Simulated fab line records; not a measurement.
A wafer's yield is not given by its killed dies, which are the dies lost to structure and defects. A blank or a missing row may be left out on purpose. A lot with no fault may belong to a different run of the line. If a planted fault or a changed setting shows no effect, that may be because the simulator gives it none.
Struck lot and sound lot, side by side	flow sky130	15 out of 708 route steps
Sound: wafers L300.2, L300.3, L300.5. Struck: wafers L317.1, L317.3, L317.4. The cause is given at the end.
Order at every step that has rows: each side's tool, ch and its chambers, its first start. Under that, the readings that differ: sound wafers	struck wafers	difference of the means	sigmas: that difference in standard deviations of wafers without a fault.
alike: a reading whose means differ by less than 2 such deviations, as well as words and numbers matching on both sides. not compared: withheld readings; readings where some wafer has no value; bounds like >300 that might hide an equal value; numbers whose values overlap and for which the record gives no deviation.
Wherever a step has rows on one side only, a row that says differs or no value, or a row with sigmas, the two part there. When numbers do not overlap yet have no deviation, they are printed without sigmas and do not part them. Lack of a reading on every wafer of one side parts them only where that side has two or more wafers.

SKY_SPACER_ETCHBACK_02: etches Si3N4 in CH3F/O2, stops on SiO2, time 46.7 s, target depth 45 nm.
  sound on rie diel-03 ch 0,2, day 23 04:50; struck on rie diel-03 ch 1,2,3, day 29 10:19
  alike: drypump motor current A, oes product au, throttle valve pct
  not compared: rf hours counter h
then, 8 steps without rows for these wafers: SKY_POLY_CUT_DEHYDRATE_00 (time 60 s); SKY_POLY_CUT_HMDS_01 (prime time 60 s); SKY_POLY_CUT_COAT_02 (resist thk 60 nm); SKY_POLY_CUT_COAT_03 (resist thk 450 nm); SKY_POLY_CUT_SOFTBAKE_04 (time 90 s); SKY_POLY_CUT_EXPOSE_05 (exposes mask NPCM, target cd 270 nm); SKY_POLY_CUT_PEB_06; SKY_POLY_CUT_DEVELOP_07 (develop time 60 s).
SKY_POLY_CUT_CD_MEAS_08: target cd 270 nm.
  sound: cd sem-01 at day 24 10:32; struck: cd sem-02 at day 30 14:26
  alike: cd nm
SKY_POLY_CUT_OVL_MEAS_09:
  sound: overlay-01 at day 24 10:39; struck: overlay-02 at day 30 14:34
  alike: POLY_CUT_OVL
SKY_POLY_CUT_ETCH_10: etches BARC in N2/H2, stops on SiO2, time 45.9 s, target depth 60 nm.
  sound on rie diel-02 ch 0,3, day 24 10:41; struck on rie diel-01 ch 1,2,3, day 30 14:35
  alike: drypump motor current A, n2 flow sccm, oes product au, throttle valve pct
  not compared: rf hours counter h
SKY_POLY_CUT_ETCH_11: etches Si3N4 in CF4/CH2F2/Ar, stops on poly-Si, time 42.5 s, target depth 60 nm.
  sound on rie diel-02 ch 0,3, day 24 10:43; struck on rie diel-01 ch 1,2,3, day 30 14:38
reading	sound	struck	difference	sigmas
oes product au (a.u.)	0.833 0.825 0.832	0.744 0.740 0.755	-0.084	-11
model.etch.depth nm (nm)	62.55 61.98 62.18	50.35 50.86 50.88	-11.54	
model.POLY_CUT.feature depth nm (nm)	62.55 61.98 62.18	50.35 50.86 50.88	-11.54	
  alike: drypump motor current A, throttle valve pct
  not compared: rf hours counter h
SKY_POLY_CUT_STRIP_12: strips in O2/N2.
  sound on plasma asher-02 ch 1, day 24 10:46; struck on plasma asher-02 ch 0,1, day 30 14:41
  alike: drypump motor current A, n2 flow sccm, oes product au, strip time to endpoint s
  not compared: rf hours counter h
-- record jumps: 19 days separate the struck wafers' starts on either side; left off in module POLY_CUT, taken up again in module PAD_OPEN, whose first shown step is the route's number 708 --
SKY_PAD_OPEN_PROBE_99:
  sound: prober-02 at day 45 19:49; struck: prober-01 at day 50 00:55
reading	sound	struck	difference	sigmas
hold	- - -	await dispo/4.1h/scrap await dispo/4.1h/scrap await dispo/4.1h/scrap	no value on the sound wafers	
killed at front end	14 19 26	412 429 421	+401	+95
killed dies	73 85 85	492 492 492	+411	+48
killed on rim	15 18 15	96 96 96	+80	+21
  alike: killed_at_M0_to_M3, killed_at_M4_up, killed at contacts, killed at other, killed open, killed short

## WHERE THEY PART
At SKY_POLY_CUT_ETCH_11 first; at SKY_PAD_OPEN_PROBE_99 last (within this record only).

WHY: what had been put in by the simulator
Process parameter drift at SKY_POLY_CUT_ETCH_11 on rie diel-01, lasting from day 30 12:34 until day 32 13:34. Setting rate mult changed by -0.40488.
